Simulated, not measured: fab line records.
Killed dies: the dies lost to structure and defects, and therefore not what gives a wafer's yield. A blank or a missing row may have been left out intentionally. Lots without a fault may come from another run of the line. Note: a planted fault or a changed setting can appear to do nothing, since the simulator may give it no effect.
8D (eight disciplines) problem report, filled in by code	flow gf180mcu	the parts of the form that need people (team, actions taken, sign-off) are left out

## 1. PROBLEM STATEMENT
Wafers without a fault read 79 s, standard deviation 5.4; time-to-endpoint-s at GF_V3_CMP_04 reads a mean of 43 s on 3 wafers belonging to 2 lots. That puts it -6.6 standard deviations away from the usual mean.
The step: polishes SiO2.
Seen first at day 25 01:08 on cmp-02, wafer L909.4. Wafers with a number at this step in the record: 39, from 13 lots. Rule for "out", or "out of limits": more than 4 standard deviations from the usual mean. The other wafers with a number count as sound.

## 2. WHAT IT IS, WHAT IT ISN'T
question	is	is not
which readings at this step	time-to-endpoint-s	motor-current-A, slurry-filter-dp-kPa
which lots	L909, L911	L899, L900, L904, L905, L906, L908, L910, L918, L919, L921, L922
which wafers of those lots	L909.3, L909.4, L911.4	L909.2, L911.1, L911.5
read on which tools	cmp-02	cmp-01
when	from day 25 01:08	up to then (19 sound wafers); but 17 sound wafers of L910, L911, L918, L919, L921, L922 came after

## 3. THE SUSPECTS, EACH WITH WHAT RULES IT OUT
Counting: any tool at a process step up to the reading remains a suspect provided it ran every lot that is out. Sound lots after the first of them don't rule it out here, since some wafers of a struck lot are sound.
- cmp-02 at GF_V3_CMP_04 (polishes SiO2): kept. It processed each lot that is out (first: L909, day 25 01:08); up to then, its last sound lot is L908 (day 24 18:02). On those wafers its own readings are out: time-to-endpoint-s.
Remaining after the count: cmp-02 at GF_V3_CMP_04.

## 4. THE CAUSE (what the simulator had put in)
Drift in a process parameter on cmp-02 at GF_V3_CMP_04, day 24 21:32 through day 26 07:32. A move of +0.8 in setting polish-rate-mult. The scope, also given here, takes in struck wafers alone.
Counting left only this tool.

## 5. THE EFFECT CHAIN, in route order
Rows list readings where the struck wafers' mean (over those with a number) sits beyond 3 standard deviations from the usual. Scope: only readings with a usual standard deviation given in the record; hours: median across lots of the time from each lot's start at the first step in this table that gives one to its start at this step; sigmas: change in usual standard deviations.
hours	step	reading	usual	on struck wafers	change	sigmas
0	GF_V3_CMP_04	time-to-endpoint-s	79 s	43	-36	-6.6
Here are the process steps it includes:
- GF_V3_CMP_04: polishes SiO2.

## 6. WHAT WOULD HAVE CAUGHT IT SOONER
The fault began at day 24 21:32; the first out-of-limits reading in this record came at day 25 01:08, 4 hours later.
